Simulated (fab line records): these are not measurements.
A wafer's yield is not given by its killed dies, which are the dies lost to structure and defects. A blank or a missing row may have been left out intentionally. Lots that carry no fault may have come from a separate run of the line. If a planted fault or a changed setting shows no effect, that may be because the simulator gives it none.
fab line records ; flow sky130
record lots=13; wafers=37; lastDay=50
route steps=708 shown LOCAL_INTERCONNECT@399 CONTACT@408 PAD_OPEN@708
lots that met no fault: from a run of the same line without faults
startH: hours from the record's opening day to when the first of the lot's shown wafers began ; waitH: hours elapsed since this lot's preceding step ; " repeats the value in the row above ; L1.1+2: several wafers, shown together as one row ; - no value, or no start given ; * or withheld: withheld ; < > ~ a bound
route shown NAME@n: NAME is a module with steps in the file, n the number in the route of the first one ; usual: mean and standard deviation over wafers with no fault ; same: alike in all rows ; chamber/n: place in a boat ; sites: each site's reading ; _std_site: standard deviation across them ; _edge_site: the outer-site mean with the inner-site mean subtracted ; radiusMm: for every site, how far away it sits from the centre of the wafer ; mask NAME#n: copy n ; behind: the tool/chamber that last shaped the wafer ; hold: why the lot went on hold/how many hours it stayed there/how the hold came to an end ; device: which transistor (n, p or np) failed to switch ; end of line: the tests these same wafers got at the end of their route ; a step without rows: its recipe alone ; killed: dies lost to structure and defects at the first sort, not the wafer's yield ; map: shows each die of a wafer: x if killed, . if not, _ if none is there
set.NAME: the setting the step ran with; set.NAME@STEP: the setting that earlier step ran with ; model.NAME: the simulator's own value behind a step, which no gauge read
one table for each step of the route and one row for each wafer, over a sample of lots
services: the hour from which a tool's chamber was out of use, counted from the record's first day as startH (under 0 if before that day), plus the number of hours and why
## steps
# step SKY_LOCAL_INTERCONNECT_OVL_MEAS_12
# usual LOCAL_INTERCONNECT_OVL=-2/5.8
lot.wafer;tool;chamber;startH;waitH;LOCAL_INTERCONNECT_OVL[nm]
L233.1;overlay-01;-;700.43;0.1;2
L233.5;overlay-01;-;700.43;0.1;7
L233.6;overlay-01;-;700.43;0.1;2
L235.1;overlay-02;-;743.48;0.1;-9
L235.4;overlay-02;-;743.48;0.1;6
L235.5;overlay-02;-;743.48;0.1;-5
L236.1;overlay-02;-;743.83;0.1;-1
L236.2;overlay-02;-;743.83;0.1;2
L236.4;overlay-02;-;743.83;0.1;8
L238.1;overlay-01;-;824.32;0.1;-9
L238.2;overlay-01;-;824.32;0.1;-15
L238.6;overlay-01;-;824.32;0.1;-8
L242.1;overlay-02;-;826.76;0.1;3
L242.4;overlay-02;-;826.76;0.1;-10
L242.5;overlay-02;-;826.76;0.1;0
L241.1;overlay-01;-;829.58;0.1;0
L241.4;overlay-01;-;829.58;0.1;3
L241.5;overlay-01;-;829.58;0.1;5
L245.3;overlay-02;-;832.22;0.1;-6
L245.4;overlay-02;-;832.22;0.1;4
L248.1;overlay-01;-;836.51;0.1;7
L248.2;overlay-01;-;836.51;0.1;6
L248.5;overlay-01;-;836.51;0.1;6
L250.2;overlay-02;-;838.47;0.1;3
L250.4;overlay-02;-;838.47;0.1;7
L252.2;overlay-01;-;848.57;0.1;-4
L252.5;overlay-01;-;848.57;0.1;0
L252.6;overlay-01;-;848.57;0.1;-1
L253.1;overlay-01;-;850.81;0.1;-4
L253.3;overlay-01;-;850.81;0.1;0
L253.6;overlay-01;-;850.81;0.1;-11
L254.1;overlay-02;-;854.82;0.1;-7
L254.4;overlay-02;-;854.82;0.1;-7
L254.5;overlay-02;-;854.82;0.1;-10
L256.3;overlay-01;-;876.04;0.1;-11
L256.4;overlay-01;-;876.04;0.1;-14
L256.6;overlay-01;-;876.04;0.1;-14
# step SKY_LOCAL_INTERCONNECT_STRIP_15
# recipe chemistry=O2/N2; powerW=1400; pressureMtorr=1500; platenTempC=withheld; o2FlowSccm=3000; n2FlowSccm=300; overashFraction=0.5
# usual drypumpMotorCurrentA=5.8/0.66; oesProductAu=0.426/0.0046; stripTimeToEndpointS=4.721/0.022
lot.wafer;tool;chamber;startH;waitH;drypumpMotorCurrentA;oesProductAu;rfHoursCounterH;stripTimeToEndpointS
L233.1;plasmaAsher-03;1;700.62;0.0;5.0;0.423;27;4.743
L233.5;plasmaAsher-03;0;700.62;0.0;5.8;0.432;-;4.720
L233.6;plasmaAsher-03;1;700.62;0.0;5.0;0.421;-;4.732
L235.1;plasmaAsher-04;0;743.63;0.0;5.2;0.432;0;4.746
L235.4;plasmaAsher-04;0;743.63;0.0;5.2;0.429;-;4.741
L235.5;plasmaAsher-04;1;743.63;0.0;6.5;0.431;-;4.738
L236.1;plasmaAsher-02;0;743.98;0.0;6.7;0.426;96;4.764
L236.2;plasmaAsher-02;1;743.98;0.0;5.4;0.422;96;4.729
L236.4;plasmaAsher-02;1;743.98;0.0;5.4;0.427;-;4.767
L238.1;plasmaAsher-02;1;824.47;0.0;5.4;0.430;104;4.707
L238.2;plasmaAsher-02;0;824.47;0.0;6.8;0.420;104;4.723
L238.6;plasmaAsher-02;1;824.47;0.0;5.3;0.429;-;4.743
L242.1;plasmaAsher-04;1;826.91;0.0;6.5;0.430;8;4.736
L242.4;plasmaAsher-04;1;826.91;0.0;6.5;0.434;-;4.736
L242.5;plasmaAsher-04;1;826.91;0.0;6.5;0.427;-;4.735
L241.1;plasmaAsher-03;1;829.73;0.0;5.0;0.431;41;4.753
L241.4;plasmaAsher-03;0;829.73;0.0;5.8;0.421;-;4.708
L241.5;plasmaAsher-03;1;829.73;0.0;5.0;0.426;-;4.717
L245.3;plasmaAsher-02;1;832.39;0.1;5.4;0.421;-;4.703
L245.4;plasmaAsher-02;0;832.39;0.1;6.8;0.427;-;4.692
L248.1;plasmaAsher-03;1;836.78;0.1;4.9;0.427;42;4.712
L248.2;plasmaAsher-03;0;836.78;0.1;5.8;0.425;42;4.750
L248.5;plasmaAsher-03;1;836.78;0.1;4.9;0.428;-;4.720
L250.2;plasmaAsher-02;1;838.61;0.0;5.3;0.424;106;4.705
L250.4;plasmaAsher-02;0;838.61;0.0;6.8;0.423;-;4.712
L252.2;plasmaAsher-04;0;848.71;0.0;5.2;0.427;11;4.734
L252.5;plasmaAsher-04;0;848.71;0.0;5.2;0.432;-;4.735
L252.6;plasmaAsher-04;1;848.71;0.0;6.4;0.423;-;4.741
L253.1;plasmaAsher-02;0;850.96;0.0;6.8;0.424;108;4.731
L253.3;plasmaAsher-02;1;850.96;0.0;5.3;0.425;-;4.704
L253.6;plasmaAsher-02;0;850.96;0.0;6.8;0.429;-;4.725
L254.1;plasmaAsher-02;0;854.97;0.0;6.7;0.423;108;4.758
L254.4;plasmaAsher-02;1;854.97;0.0;5.3;0.428;-;4.714
L254.5;plasmaAsher-02;1;854.97;0.0;5.3;0.428;-;4.708
L256.3;plasmaAsher-02;0;876.21;0.1;6.7;0.422;-;4.696
L256.4;plasmaAsher-02;1;876.21;0.1;5.4;0.429;-;4.709
L256.6;plasmaAsher-02;0;876.21;0.1;6.7;0.422;-;4.703
# step SKY_CONTACT_HDPCVD_02
# recipe material=SiO2; targetThkNm=565; sigmaOpenFrac=0.3; timeS=94.2; tempC=600; sih4FlowSccm=60; pressureMtorr=6
# usual pressureMtorr=5.998/0.013; runLengthS=122.2/0.48
lot.wafer;tool;chamber;startH;waitH;pressureMtorr;runLengthS
L233.1;hdpcvd-01;1;701.33;0.1;6.022;122.0
L233.5;hdpcvd-01;1;701.33;0.1;6.003;121.9
L233.6;hdpcvd-01;2;701.33;0.1;6.005;122.8
L235.1;hdpcvd-02;1;744.31;0.1;6.017;122.7
L235.4;hdpcvd-02;0;744.31;0.1;5.989;121.7
L235.5;hdpcvd-02;2;744.31;0.1;6.004;121.7
L236.1;hdpcvd-01;2;744.69;0.1;6.012;122.9
L236.2;hdpcvd-01;0;744.69;0.1;6.012;121.9
L236.4;hdpcvd-01;1;744.69;0.1;5.982;121.8
L238.1;hdpcvd-01;1;825.22;0.1;6.020;122.2
L238.2;hdpcvd-01;2;825.22;0.1;6.005;122.7
L238.6;hdpcvd-01;1;825.22;0.1;6.013;122.3
L242.1;hdpcvd-01;2;827.64;0.1;6.002;122.6
L242.4;hdpcvd-01;0;827.64;0.1;5.994;122.1
L242.5;hdpcvd-01;1;827.64;0.1;5.991;121.9
L241.1;hdpcvd-01;1;830.46;0.1;6.009;122.2
L241.4;hdpcvd-01;2;830.46;0.1;5.999;122.5
L241.5;hdpcvd-01;0;830.46;0.1;6.013;122.3
L245.3;hdpcvd-01;0;833.05;0.0;5.994;121.8
L245.4;hdpcvd-01;2;833.05;0.0;5.998;117.6
L248.1;hdpcvd-01;0;837.49;0.1;5.983;121.8
L248.2;hdpcvd-01;1;837.49;0.1;6.014;116.7
L248.5;hdpcvd-01;2;837.49;0.1;5.981;123.3
L250.2;hdpcvd-01;0;839.30;0.0;6.009;116.9
L250.4;hdpcvd-01;1;839.30;0.0;5.989;116.5
L252.2;hdpcvd-02;1;849.40;0.0;5.978;123.1
L252.5;hdpcvd-02;1;849.40;0.0;5.995;122.8
L252.6;hdpcvd-02;2;849.40;0.0;6.004;121.5
L253.1;hdpcvd-02;1;851.66;0.1;5.991;122.5
L253.3;hdpcvd-02;0;851.66;0.1;5.989;121.8
L253.6;hdpcvd-02;2;851.66;0.1;6.016;121.4
L254.1;hdpcvd-02;2;855.65;0.1;5.982;122.0
L254.4;hdpcvd-02;2;855.65;0.1;5.994;122.0
L254.5;hdpcvd-02;1;855.65;0.1;5.995;123.0
L256.3;hdpcvd-02;0;876.90;0.0;5.991;122.0
L256.4;hdpcvd-02;2;876.90;0.0;6.034;122.1
L256.6;hdpcvd-02;1;876.90;0.0;6.003;123.1
# step SKY_CONTACT_THK_MEAS_03
# recipe reads=SiO2_of_CONTACT_HDPCVD_02
# usual CONTACT_HDPCVD_THK=567/7.6
lot.wafer;tool;chamber;startH;waitH;CONTACT_HDPCVD_THK[nm]
L233.1;filmMetro-02;-;701.40;0.0;567
L233.5;filmMetro-02;-;701.40;0.0;560
L233.6;filmMetro-02;-;701.40;0.0;566
L235.1;filmMetro-03;-;744.38;0.0;566
L235.4;filmMetro-03;-;744.38;0.0;565
L235.5;filmMetro-03;-;744.38;0.0;565
L236.1;filmMetro-01;-;744.76;0.0;567
L236.2;filmMetro-01;-;744.76;0.0;554
L236.4;filmMetro-01;-;744.76;0.0;567
L238.1;filmMetro-03;-;825.29;0.0;564
L238.2;filmMetro-03;-;825.29;0.0;565
L238.6;filmMetro-03;-;825.29;0.0;564
L242.1;filmMetro-03;-;827.70;0.0;561
L242.4;filmMetro-03;-;827.70;0.0;550
L242.5;filmMetro-03;-;827.70;0.0;567
L241.1;filmMetro-03;-;830.53;0.0;565
L241.4;filmMetro-03;-;830.53;0.0;566
L241.5;filmMetro-03;-;830.53;0.0;547
L245.3;filmMetro-03;-;833.14;0.1;559
L245.4;filmMetro-03;-;833.14;0.1;545
L248.1;filmMetro-02;-;837.56;0.0;557
L248.2;filmMetro-02;-;837.56;0.0;539
L248.5;filmMetro-02;-;837.56;0.0;576
L250.2;filmMetro-02;-;839.38;0.0;526
L250.4;filmMetro-02;-;839.38;0.0;526
L252.2;filmMetro-02;-;849.48;0.0;570
L252.5;filmMetro-02;-;849.48;0.0;576
L252.6;filmMetro-02;-;849.48;0.0;578
L253.1;filmMetro-03;-;851.73;0.0;574
L253.3;filmMetro-03;-;851.73;0.0;566
L253.6;filmMetro-03;-;851.73;0.0;570
L254.1;filmMetro-01;-;855.72;0.0;575
L254.4;filmMetro-01;-;855.72;0.0;573
L254.5;filmMetro-01;-;855.72;0.0;576
L256.3;filmMetro-02;-;876.99;0.1;577
L256.4;filmMetro-02;-;876.99;0.1;570
L256.6;filmMetro-02;-;876.99;0.1;568
# step SKY_CONTACT_OVL_MEAS_15
# usual CONTACT_OVL=1/6.2
lot.wafer;tool;chamber;startH;waitH;CONTACT_OVL[nm]
L233.1;overlay-01;-;729.87;0.1;4
L233.5;overlay-01;-;729.87;0.1;7
L233.6;overlay-01;-;729.87;0.1;-5
L235.1;overlay-02;-;772.07;0.1;9
L235.4;overlay-02;-;772.07;0.1;3
L235.5;overlay-02;-;772.07;0.1;3
L236.1;overlay-01;-;772.13;0.1;6
L236.2;overlay-01;-;772.13;0.1;1
L236.4;overlay-01;-;772.13;0.1;-7
L238.1;overlay-02;-;852.12;0.1;9
L238.2;overlay-02;-;852.12;0.1;5
L238.6;overlay-02;-;852.12;0.1;7
L242.1;overlay-01;-;854.22;0.1;7
L242.4;overlay-01;-;854.22;0.1;8
L242.5;overlay-01;-;854.22;0.1;8
L241.1;overlay-01;-;856.47;0.1;-7
L241.4;overlay-01;-;856.47;0.1;-5
L241.5;overlay-01;-;856.47;0.1;-9
L245.3;overlay-02;-;859.94;0.1;5
L245.4;overlay-02;-;859.94;0.1;4
L248.1;overlay-01;-;864.06;0.1;-6
L248.2;overlay-01;-;864.06;0.1;-13
L248.5;overlay-01;-;864.06;0.1;-17
L250.2;overlay-02;-;865.98;0.1;-5
L250.4;overlay-02;-;865.98;0.1;4
L252.2;overlay-02;-;875.98;0.1;12
L252.5;overlay-02;-;875.98;0.1;4
L252.6;overlay-02;-;875.98;0.1;8
L253.1;overlay-01;-;878.01;0.1;-1
L253.3;overlay-01;-;878.01;0.1;-4
L253.6;overlay-01;-;878.01;0.1;-2
L254.1;overlay-01;-;882.13;0.1;6
L254.4;overlay-01;-;882.13;0.1;7
L254.5;overlay-01;-;882.13;0.1;3
L256.3;overlay-01;-;902.84;0.1;-2
L256.4;overlay-01;-;902.84;0.1;6
L256.6;overlay-01;-;902.84;0.1;0
# step SKY_PAD_OPEN_PROBE_99
# usual killed_at_M0_to_M3=42/7.3; killed_at_M4_up=3.4/2; killedAtContacts=24/5.8; killedAtFrontEnd=15/4.6; killedAtOther=0.3/0.62; killedDies=84/9.8; killedOnRim=16/3.8; killedOpen=47/6.9; killedShort=38/6.3
# same grossDies=492; killedAtBackSide=0
lot.wafer;tool;chamber;startH;waitH;killed_at_M0_to_M3;killed_at_M4_up;killedAtContacts;killedAtFrontEnd;killedAtOther;killedDies;killedOnRim;killedOpen;killedShort
L233.1;prober-01;-;1067.76;0.1;34;2;19;21;0;76;8;39;37
L233.5;prober-01;-;1067.96;0.2;51;4;33;16;0;104;25;48;56
L233.6;prober-01;-;1068.01;0.2;34;3;15;14;0;66;8;32;34
L235.1;prober-02;-;1098.91;0.1;42;0;22;17;0;81;13;43;38
L235.4;prober-02;-;1099.06;0.2;43;2;30;13;1;89;17;52;37
L235.5;prober-02;-;1099.11;0.2;44;3;20;16;0;83;19;48;35
L236.1;prober-01;-;1102.26;0.1;56;3;29;17;0;105;25;59;46
L236.2;prober-01;-;1102.31;0.1;46;7;25;9;0;87;17;53;34
L236.4;prober-01;-;1102.41;0.2;33;1;22;15;0;71;18;34;37
L238.1;prober-02;-;1166.70;0.1;28;3;37;14;3;85;21;49;36
L238.2;prober-02;-;1166.75;0.1;38;8;20;12;0;78;13;45;33
L238.6;prober-02;-;1166.95;0.2;38;2;22;12;0;74;14;46;28
L242.1;prober-01;-;1167.37;0.1;40;4;25;17;0;86;17;39;47
L242.4;prober-01;-;1167.52;0.2;28;6;22;19;1;76;16;41;35
L242.5;prober-01;-;1167.57;0.2;52;0;25;18;0;95;19;50;45
L241.1;prober-02;-;1169.70;0.1;49;4;29;14;1;97;20;50;47
L241.4;prober-02;-;1169.85;0.2;45;6;29;18;2;100;15;50;50
L241.5;prober-02;-;1169.90;0.2;49;4;22;11;0;86;18;48;38
L245.3;prober-01;-;1170.47;0.2;34;2;25;13;0;74;19;47;27
L245.4;prober-01;-;1170.52;0.2;32;2;34;9;0;77;14;49;28
L250.2;prober-01;-;1175.62;0.1;44;4;29;19;0;96;14;52;44
L250.4;prober-01;-;1175.72;0.2;39;1;26;20;0;86;17;47;39
L248.1;prober-02;-;1175.91;0.1;34;6;25;9;1;75;18;47;27
L248.2;prober-02;-;1175.96;0.1;36;4;23;16;0;79;12;50;29
L248.5;prober-02;-;1176.11;0.2;41;5;27;8;0;81;11;41;40
L252.2;prober-02;-;1180.48;0.1;45;6;19;17;0;87;18;52;35
L252.5;prober-02;-;1180.63;0.2;54;6;23;2;0;85;17;47;38
L252.6;prober-02;-;1180.68;0.2;26;4;28;14;0;72;13;39;33
L253.1;prober-01;-;1181.82;0.1;27;5;28;10;0;70;13;34;36
L253.3;prober-01;-;1181.92;0.2;43;0;23;12;0;78;14;40;38
L253.6;prober-01;-;1182.07;0.2;43;4;30;13;0;90;20;56;34
L254.1;prober-02;-;1183.23;0.1;47;10;21;12;0;90;23;48;42
L254.4;prober-02;-;1183.38;0.2;43;7;16;9;0;75;13;51;24
L254.5;prober-02;-;1183.43;0.2;58;7;21;7;0;93;20;51;42
L256.3;prober-02;-;1199.36;0.2;38;3;33;17;0;91;19;47;44
L256.4;prober-02;-;1199.41;0.2;42;4;24;11;0;81;14;42;39
L256.6;prober-02;-;1199.51;0.2;37;2;28;11;0;78;15;45;33
# killed by level:class
L233.1 FIELD_ISO:geometricParticle:short=9 FIELD_ISO:geometricParticle:open=7 METAL1:geometricParticle:short=7 VIA1:geometricParticle:open=7 LI_CONTACT:geometricParticle:short=5 CONTACT:geometricParticle:open=5 VIA2:geometricParticle:open=5 LI_CONTACT:geometricParticle:open=4
L233.5 VIA3:geometricParticle:open=10 METAL1:geometricParticle:short=10 CONTACT:geometricParticle:open=9 VIA1:geometricParticle:open=8 METAL2:geometricParticle:short=8 LI_CONTACT:geometricParticle:open=7 LI_CONTACT:geometricParticle:short=7 POLY_GATE:geometricParticle:short=6
L233.6 VIA1:geometricParticle:open=7 POLY_GATE:geometricParticle:short=5 VIA2:geometricParticle:open=5 METAL2:geometricParticle:short=5 FIELD_ISO:geometricParticle:open=4 LOCAL_INTERCONNECT:geometricParticle:short=4 LI_CONTACT:geometricParticle:short=3 LI_CONTACT:geometricParticle:open=3
L235.1 VIA1:geometricParticle:open=10 METAL2:geometricParticle:short=9 CONTACT:geometricParticle:open=8 METAL1:geometricParticle:short=8 FIELD_ISO:geometricParticle:open=6 LI_CONTACT:geometricParticle:open=6 VIA3:geometricParticle:short=4 FIELD_ISO:geometricParticle:short=3
L235.4 CONTACT:geometricParticle:open=13 VIA1:geometricParticle:open=12 METAL2:geometricParticle:short=8 CONTACT:geometricParticle:short=7 VIA2:geometricParticle:open=6 LI_CONTACT:geometricParticle:open=5 POLY_GATE:geometricParticle:open=4 METAL1:geometricParticle:short=4
L235.5 LI_CONTACT:geometricParticle:open=10 FIELD_ISO:geometricParticle:open=9 VIA1:geometricParticle:open=9 CONTACT:geometricParticle:open=6 VIA2:geometricParticle:open=6 METAL1:geometricParticle:short=6 METAL2:geometricParticle:short=6 VIA2:geometricParticle:short=4
L236.1 CONTACT:geometricParticle:open=15 METAL1:geometricParticle:short=11 VIA1:geometricParticle:open=11 VIA2:geometricParticle:open=9 LI_CONTACT:geometricParticle:open=7 FIELD_ISO:geometricParticle:short=6 METAL2:geometricParticle:short=6 VIA3:geometricParticle:open=5
L236.2 VIA1:geometricParticle:open=13 CONTACT:geometricParticle:open=12 VIA3:geometricParticle:open=8 LI_CONTACT:geometricParticle:open=7 METAL4:geometricParticle:short=6 METAL1:geometricParticle:short=5 METAL3:geometricParticle:short=5 VIA2:geometricParticle:open=4
L236.4 CONTACT:geometricParticle:open=10 METAL1:geometricParticle:short=8 FIELD_ISO:geometricParticle:short=6 VIA1:geometricParticle:open=6 POLY_GATE:geometricParticle:short=4 LI_CONTACT:geometricParticle:open=4 VIA3:geometricParticle:open=4 LOCAL_INTERCONNECT:geometricParticle:short=3
L238.1 LI_CONTACT:geometricParticle:open=13 CONTACT:geometricParticle:open=8 LOCAL_INTERCONNECT:geometricParticle:short=6 CONTACT:geometricParticle:short=6 VIA1:geometricParticle:open=6 POLY_GATE:geometricParticle:short=5 VIA3:geometricParticle:open=5 FIELD_ISO:geometricParticle:open=4
L238.2 VIA2:geometricParticle:open=10 VIA1:geometricParticle:open=9 METAL4:geometricParticle:short=8 LI_CONTACT:geometricParticle:open=6 CONTACT:geometricParticle:open=6 VIA3:geometricParticle:open=4 FIELD_ISO:geometricParticle:open=3 FIELD_ISO:geometricParticle:short=3
L238.6 CONTACT:geometricParticle:open=10 VIA3:geometricParticle:open=8 VIA1:geometricParticle:open=7 VIA2:geometricParticle:open=6 LI_CONTACT:geometricParticle:open=5 POLY_GATE:geometricParticle:short=4 METAL1:geometricParticle:short=4 VIA2:geometricParticle:short=4
L242.1 CONTACT:geometricParticle:open=10 METAL2:geometricParticle:short=9 POLY_GATE:geometricParticle:open=7 VIA1:geometricParticle:open=7 METAL1:geometricParticle:short=6 LOCAL_INTERCONNECT:geometricParticle:short=5 CONTACT:geometricParticle:short=5 VIA1:geometricParticle:short=5
L242.4 CONTACT:geometricParticle:short=8 FIELD_ISO:geometricParticle:open=7 LI_CONTACT:geometricParticle:open=7 CONTACT:geometricParticle:open=7 POLY_GATE:geometricParticle:open=5 METAL4:geometricParticle:short=5 FIELD_ISO:geometricParticle:short=4 METAL1:geometricParticle:short=4
L242.5 VIA1:geometricParticle:open=15 POLY_GATE:geometricParticle:open=8 CONTACT:geometricParticle:open=8 VIA2:geometricParticle:open=6 POLY_GATE:geometricParticle:short=5 LI_CONTACT:geometricParticle:open=5 METAL2:geometricParticle:short=5 LOCAL_INTERCONNECT:geometricParticle:short=5
L241.1 VIA1:geometricParticle:open=11 CONTACT:geometricParticle:open=9 CONTACT:geometricParticle:short=7 VIA2:geometricParticle:open=7 VIA3:geometricParticle:open=6 METAL3:geometricParticle:short=6 LI_CONTACT:geometricParticle:short=4 LI_CONTACT:geometricParticle:open=4
L241.4 LOCAL_INTERCONNECT:geometricParticle:short=9 VIA2:geometricParticle:open=8 CONTACT:geometricParticle:open=8 METAL1:geometricParticle:short=8 POLY_GATE:geometricParticle:open=7 VIA1:geometricParticle:open=7 METAL2:geometricParticle:short=6 LI_CONTACT:geometricParticle:open=5
L241.5 VIA2:geometricParticle:open=10 VIA1:geometricParticle:open=10 METAL2:geometricParticle:short=8 LOCAL_INTERCONNECT:geometricParticle:short=6 LI_CONTACT:geometricParticle:open=6 FIELD_ISO:geometricParticle:open=4 METAL1:geometricParticle:short=4 VIA1:geometricParticle:short=4
L245.3 VIA2:geometricParticle:open=11 CONTACT:geometricParticle:open=9 VIA1:geometricParticle:open=7 CONTACT:geometricParticle:short=6 LI_CONTACT:geometricParticle:open=5 POLY_GATE:geometricParticle:open=4 VIA3:geometricParticle:open=4 FIELD_ISO:geometricParticle:open=3
L245.4 LI_CONTACT:geometricParticle:open=14 VIA1:geometricParticle:open=14 CONTACT:geometricParticle:short=7 CONTACT:geometricParticle:open=5 METAL3:geometricParticle:short=4 SPACER:geometricParticle:short=3 LI_CONTACT:geometricParticle:short=3 LOCAL_INTERCONNECT:geometricParticle:open=3
L250.2 CONTACT:geometricParticle:open=12 VIA3:geometricParticle:open=10 VIA1:geometricParticle:open=9 POLY_GATE:geometricParticle:short=7 CONTACT:geometricParticle:short=6 VIA1:geometricParticle:short=6 METAL2:geometricParticle:short=6 FIELD_ISO:geometricParticle:open=5
L250.4 VIA1:geometricParticle:open=9 CONTACT:geometricParticle:open=8 POLY_GATE:geometricParticle:open=6 METAL2:geometricParticle:short=6 VIA2:geometricParticle:open=6 FIELD_ISO:geometricParticle:open=5 LOCAL_INTERCONNECT:geometricParticle:short=5 CONTACT:geometricParticle:short=4
L248.1 CONTACT:geometricParticle:open=10 LI_CONTACT:geometricParticle:open=8 VIA1:geometricParticle:open=7 VIA3:geometricParticle:open=7 VIA2:geometricParticle:open=6 LOCAL_INTERCONNECT:geometricParticle:short=5 METAL4:geometricParticle:short=5 POLY_GATE:geometricParticle:open=3
L248.2 VIA1:geometricParticle:open=11 CONTACT:geometricParticle:open=9 VIA2:geometricParticle:open=8 FIELD_ISO:geometricParticle:open=6 METAL2:geometricParticle:short=6 LI_CONTACT:geometricParticle:open=5 VIA1:geometricParticle:short=5 POLY_GATE:geometricParticle:open=4
L248.5 CONTACT:geometricParticle:open=11 VIA3:geometricParticle:open=11 LOCAL_INTERCONNECT:geometricParticle:short=8 CONTACT:geometricParticle:short=6 VIA1:geometricParticle:open=6 VIA2:geometricParticle:open=6 FIELD_ISO:geometricParticle:short=4 METAL1:geometricParticle:short=4
L252.2 VIA1:geometricParticle:open=15 CONTACT:geometricParticle:open=9 METAL1:geometricParticle:short=7 POLY_GATE:geometricParticle:short=6 LI_CONTACT:geometricParticle:open=6 VIA2:geometricParticle:open=6 POLY_GATE:geometricParticle:open=5 VIA1:geometricParticle:short=5
L252.5 VIA1:geometricParticle:short=13 VIA1:geometricParticle:open=12 VIA3:geometricParticle:open=12 LOCAL_INTERCONNECT:geometricParticle:short=9 LI_CONTACT:geometricParticle:open=6 CONTACT:geometricParticle:open=6 VIA2:geometricParticle:open=6 METAL4:geometricParticle:short=4
L252.6 VIA1:geometricParticle:open=8 CONTACT:geometricParticle:open=8 LI_CONTACT:geometricParticle:open=6 LOCAL_INTERCONNECT:geometricParticle:short=6 CONTACT:geometricParticle:short=5 POLY_GATE:geometricParticle:open=4 POLY_GATE:geometricParticle:short=4 VIA3:geometricParticle:open=4
L253.1 LI_CONTACT:geometricParticle:open=13 METAL1:geometricParticle:short=8 CONTACT:geometricParticle:open=6 CONTACT:geometricParticle:short=4 VIA2:geometricParticle:open=4 METAL4:geometricParticle:short=4 POLY_GATE:geometricParticle:short=3 LI_CONTACT:geometricParticle:short=3
L253.3 METAL1:geometricParticle:short=10 VIA1:geometricParticle:short=8 LI_CONTACT:geometricParticle:open=8 VIA3:geometricParticle:open=8 VIA1:geometricParticle:open=6 CONTACT:geometricParticle:open=6 CONTACT:geometricParticle:short=5 POLY_GATE:geometricParticle:open=4
L253.6 VIA1:geometricParticle:open=13 LI_CONTACT:geometricParticle:open=11 CONTACT:geometricParticle:open=11 METAL2:geometricParticle:short=8 VIA3:geometricParticle:open=6 VIA2:geometricParticle:open=5 FIELD_ISO:geometricParticle:short=4 LOCAL_INTERCONNECT:geometricParticle:short=4
L254.1 VIA1:geometricParticle:open=13 VIA3:geometricParticle:open=9 METAL4:geometricParticle:short=8 LI_CONTACT:geometricParticle:open=6 METAL2:geometricParticle:short=5 CONTACT:geometricParticle:open=5 METAL1:geometricParticle:short=5 VIA2:geometricParticle:open=5
L254.4 VIA1:geometricParticle:open=13 VIA2:geometricParticle:open=10 VIA3:geometricParticle:open=7 LI_CONTACT:geometricParticle:open=5 CONTACT:geometricParticle:open=5 FIELD_ISO:geometricParticle:open=4 CONTACT:geometricParticle:short=4 METAL2:geometricParticle:short=4
L254.5 VIA1:geometricParticle:short=10 VIA3:geometricParticle:open=9 VIA1:geometricParticle:open=7 VIA2:geometricParticle:open=7 LI_CONTACT:geometricParticle:open=6 METAL1:geometricParticle:short=6 CONTACT:geometricParticle:open=6 METAL2:geometricParticle:short=6
L256.3 CONTACT:geometricParticle:open=12 VIA1:geometricParticle:open=9 LI_CONTACT:geometricParticle:open=8 VIA1:geometricParticle:short=6 CONTACT:geometricParticle:short=6 VIA3:geometricParticle:open=6 FIELD_ISO:geometricParticle:short=4 VIA2:geometricParticle:short=4
L256.4 VIA1:geometricParticle:open=11 LI_CONTACT:geometricParticle:open=6 CONTACT:geometricParticle:short=6 VIA3:geometricParticle:open=6 LI_CONTACT:geometricParticle:short=5 VIA2:geometricParticle:open=5 CONTACT:geometricParticle:open=5 METAL1:geometricParticle:short=5
L256.6 CONTACT:geometricParticle:open=11 LI_CONTACT:geometricParticle:open=8 METAL2:geometricParticle:short=7 METAL1:geometricParticle:short=7 VIA2:geometricParticle:open=7 VIA1:geometricParticle:open=6 VIA3:geometricParticle:open=4 POLY_GATE:geometricParticle:short=3
## services
tool;chamber;startH;hours;kind
plasmaAsher-04;-;733.83;9.0;pm
plasmaAsher-04;0;733.83;9.0;ventCycle
plasmaAsher-04;1;733.83;9.0;ventCycle
plasmaAsher-04;0;742.83;-;clean
plasmaAsher-04;1;742.83;-;clean
hdpcvd-02;1;806.93;10.8;repair
## key
firstSign step=SKY_CONTACT_HDPCVD_02; reading=runLengthS; direction=down; sigmas=11; usual=*; struck=*
effect step=SKY_CONTACT_THK_MEAS_03; reading=CONTACT_HDPCVD_THK; direction=down; sigmas=4.3; usual=567; struck=534
metAt SKY_CONTACT_HDPCVD_02
struckLots L245,L248,L250
struckWafers L245.4,L248.2,L250.2,L250.4
testerLeftOut L245,L248,L250
notActingAt SKY_LOCAL_INTERCONNECT_OVL_MEAS_12,SKY_LOCAL_INTERCONNECT_STRIP_15,SKY_CONTACT_OVL_MEAS_15
onsetBetween 830.46 833.05
fault kind=processParameterDrift; tool=hdpcvd-01; chamber=-; onsetH=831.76; steps=SKY_CONTACT_HDPCVD_02; channel=timeS; offset=*; shape=step; endH=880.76; scope=struckWafersOnly; actsIn=*; stated=*
# testerLeftOut: of these lots the tester's yield and bins aren't shown, on N5 and GAA mostly nor the transistor test; their killed dies are dies lost to structure and defects alone, not to doping, threshold or leakage, so they don't give the yield
